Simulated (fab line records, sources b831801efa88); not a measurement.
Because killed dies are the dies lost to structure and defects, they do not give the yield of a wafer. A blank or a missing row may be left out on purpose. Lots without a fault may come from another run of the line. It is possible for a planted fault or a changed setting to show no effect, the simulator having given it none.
Which tool did it? :: flow sky130 :: 10 lots, 30 wafers sampled, at 5 steps of a route of 708

## WHAT THE GAUGES READ, wafer by wafer
SKY_METAL2_OVL_MEAS_16.
lot: L379
measured: day 35 15:35
on: overlay-01
METAL2_OVL (nm): 0 0 4

lot: L380
measured: day 35 20:10
on: overlay-01
METAL2_OVL (nm): 7 2 5

lot: L381
measured: day 36 04:50
on: overlay-02
METAL2_OVL (nm): -12 -10 -9

lot: L384
measured: day 36 23:25
on: overlay-02
METAL2_OVL (nm): 1 3 2

lot: L385
measured: day 37 04:18
on: overlay-01
METAL2_OVL (nm): 11 9 8

lot: L386
measured: day 37 11:42
on: overlay-01
METAL2_OVL (nm): 3 8 10

lot: L387
measured: day 37 21:42
on: overlay-01
METAL2_OVL (nm): 1 3 -1

lot: L395
measured: day 40 06:36
on: overlay-01
METAL2_OVL (nm): 0 -5 -4

lot: L399
measured: day 41 13:07
on: overlay-01
METAL2_OVL (nm): 5 2 4

lot: L401
measured: day 41 19:52
on: overlay-02
METAL2_OVL (nm): 8 15 9

SKY_METAL4_OVL_MEAS_14.
lot: L379
measured: day 42 06:39
on: overlay-02
METAL4_OVL (nm): 14 11 7

lot: L380
measured: day 42 11:53
on: overlay-01
METAL4_OVL (nm): -2 0 0

lot: L381
measured: day 42 17:27
on: overlay-02
METAL4_OVL (nm): -1 -4 -3

lot: L384
measured: day 43 15:16
on: overlay-02
METAL4_OVL (nm): 8 0 8

lot: L385
measured: day 43 16:48
on: overlay-01
METAL4_OVL (nm): 7 13 11

lot: L386
measured: day 43 20:05
on: overlay-01
METAL4_OVL (nm): 3 5 1

lot: L387
measured: day 44 04:41
on: overlay-02
METAL4_OVL (nm): 8 1 11

lot: L395
measured: day 46 05:15
on: overlay-02
METAL4_OVL (nm): 1 2 1

lot: L399
measured: day 47 09:28
on: overlay-02
METAL4_OVL (nm): -4 -5 0

lot: L401
measured: day 47 13:34
on: overlay-01
METAL4_OVL (nm): 1 7 1

SKY_PASSIVATION_THK_MEAS_03.
lot: L379
measured: day 44 08:40
on: filmMetro-02
PASSIVATION_CVD_02_THK (nm): 525 535 551

lot: L380
measured: day 44 13:31
on: filmMetro-02
PASSIVATION_CVD_02_THK (nm): 540 542 542

lot: L381
measured: day 44 18:47
on: filmMetro-03
PASSIVATION_CVD_02_THK (nm): 520 529 532

lot: L384
measured: day 45 15:48
on: filmMetro-02
PASSIVATION_CVD_02_THK (nm): 546 541 541

lot: L385
measured: day 45 17:01
on: filmMetro-03
PASSIVATION_CVD_02_THK (nm): 536 539 546

lot: L386
measured: day 45 19:30
on: filmMetro-01
PASSIVATION_CVD_02_THK (nm): 531 257 541

lot: L387
measured: day 46 03:21
on: filmMetro-03
PASSIVATION_CVD_02_THK (nm): 538 256 558

lot: L395
measured: day 48 00:24
on: filmMetro-01
PASSIVATION_CVD_02_THK (nm): 542 542 542

lot: L399
measured: day 49 03:58
on: filmMetro-01
PASSIVATION_CVD_02_THK (nm): 544 544 542

lot: L401
measured: day 49 07:22
on: filmMetro-02
PASSIVATION_CVD_02_THK (nm): 536 538 539

## TOOL THAT RAN EACH LOT (tool first, then ch and the chambers of the sampled wafers, then the start)
lot: L379
SKY_VIA2_SPUTTER_20: pvdSputter-01, day 36 20:04
SKY_PASSIVATION_CVD_02: pecvd-04 ch 0,2, day 44 08:26

lot: L380
SKY_VIA2_SPUTTER_20: pvdSputter-03, day 37 01:02
SKY_PASSIVATION_CVD_02: pecvd-01 ch 0,1,2, day 44 13:16

lot: L381
SKY_VIA2_SPUTTER_20: pvdSputter-01, day 37 09:13
SKY_PASSIVATION_CVD_02: pecvd-01 ch 1,2, day 44 18:34

lot: L384
SKY_VIA2_SPUTTER_20: pvdSputter-01, day 38 04:09
SKY_PASSIVATION_CVD_02: pecvd-04 ch 0,1, day 45 15:33

lot: L385
SKY_VIA2_SPUTTER_20: pvdSputter-04, day 38 08:49
SKY_PASSIVATION_CVD_02: pecvd-04 ch 0,1, day 45 16:34

lot: L386
SKY_VIA2_SPUTTER_20: pvdSputter-04, day 38 16:07
SKY_PASSIVATION_CVD_02: pecvd-04 ch 0,2, day 45 19:10

lot: L387
SKY_VIA2_SPUTTER_20: pvdSputter-04, day 39 01:53
SKY_PASSIVATION_CVD_02: pecvd-04 ch 0,1, day 46 03:07

lot: L395
SKY_VIA2_SPUTTER_20: pvdSputter-04, day 41 09:01
SKY_PASSIVATION_CVD_02: pecvd-01 ch 0,1,2, day 48 00:11

lot: L399
SKY_VIA2_SPUTTER_20: pvdSputter-01, day 42 15:08
SKY_PASSIVATION_CVD_02: pecvd-01 ch 0,1,2, day 49 03:50

lot: L401
SKY_VIA2_SPUTTER_20: pvdSputter-01, day 42 20:55
SKY_PASSIVATION_CVD_02: pecvd-03 ch 0,1, day 49 07:07
- SKY_VIA2_SPUTTER_20: material TiN, target thk 20 nm, time 80 s.
- SKY_PASSIVATION_CVD_02: deposits Si3N4, target thk 540 nm.

## AS READ BY THE TOOLS THEMSELVES (means over the sampled wafers that have a number; for cases with no such wafer, the mark the record gives instead)
SKY_VIA2_SPUTTER_20.
lot: L379
tool: pvdSputter-01
cathodeDcPowerW (W): 4000.7
throttleValvePct (%): 28.5

lot: L380
tool: pvdSputter-03
cathodeDcPowerW (W): 4000.2
throttleValvePct (%): 30.2

lot: L381
tool: pvdSputter-01
cathodeDcPowerW (W): 3999.7
throttleValvePct (%): 29.8

lot: L384
tool: pvdSputter-01
cathodeDcPowerW (W): 4000.0
throttleValvePct (%): 28.5

lot: L385
tool: pvdSputter-04
cathodeDcPowerW (W): 3999.9
throttleValvePct (%): 30.2

lot: L386
tool: pvdSputter-04
cathodeDcPowerW (W): 4000.2
throttleValvePct (%): 30.5

lot: L387
tool: pvdSputter-04
cathodeDcPowerW (W): 3999.8
throttleValvePct (%): 30.4

lot: L395
tool: pvdSputter-04
cathodeDcPowerW (W): 4000.4
throttleValvePct (%): 30.3

lot: L399
tool: pvdSputter-01
cathodeDcPowerW (W): 4000.2
throttleValvePct (%): 29.4

lot: L401
tool: pvdSputter-01
cathodeDcPowerW (W): 4000.4
throttleValvePct (%): 30.3

SKY_PASSIVATION_CVD_02.
lot: L379
tool: pecvd-04
heaterPowerW (W): 629

lot: L380
tool: pecvd-01
heaterPowerW (W): 649

lot: L381
tool: pecvd-01
heaterPowerW (W): 707

lot: L384
tool: pecvd-04
heaterPowerW (W): 628

lot: L385
tool: pecvd-04
heaterPowerW (W): 637

lot: L386
tool: pecvd-04
heaterPowerW (W): 684

lot: L387
tool: pecvd-04
heaterPowerW (W): 642

lot: L395
tool: pecvd-01
heaterPowerW (W): 598

lot: L399
tool: pecvd-01
heaterPowerW (W): 695

lot: L401
tool: pecvd-03
heaterPowerW (W): 551

## THE ANSWER, worked out from the rows above alone
Rule: the lots themselves supply what counts as usual. Put in order of their means at a reading, lots are off if they are a third of the lots or fewer, leave a main group of 4 or more, and stand apart from it by a gap of 3 or more times the standard deviation of the main group's means; of several such gaps the widest counts. A main group is skipped when, at the precision printed for the reading in the tables above, its means are all equal. Also off: a lot with no number at a reading for which 4 or more lots have one. Any other lot the step has rows for is counted as sound. Order of review: gauges by route order, followed by the tools' own readings, for which a lot's mean as printed above is used. At the first step where some lot is off, the reading lying furthest off is the one used; lots without a number count as furthest.
Off: L386, L387, seen at SKY_PASSIVATION_THK_MEAS_03 (PASSIVATION_CVD_02_THK). For the main group the mean is 539 nm and the standard deviation 5.
If a tool, at a process step before that reading, ran all the lots that are off and no sound lot after the first of them, it fits. The gauges at SKY_PASSIVATION_THK_MEAS_03 are tried like those tools. One candidate fits, namely pecvd-04 at SKY_PASSIVATION_CVD_02. Its last sound lot is L385 (day 45 16:34), its first lot that is off L386 (day 45 19:10): a fault that began between those two fits.

## WHAT HAD BEEN PUT IN BY THE SIMULATOR
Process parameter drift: pecvd-04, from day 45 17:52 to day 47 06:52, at SKY_PASSIVATION_CVD_02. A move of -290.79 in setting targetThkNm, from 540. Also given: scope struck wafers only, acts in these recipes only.
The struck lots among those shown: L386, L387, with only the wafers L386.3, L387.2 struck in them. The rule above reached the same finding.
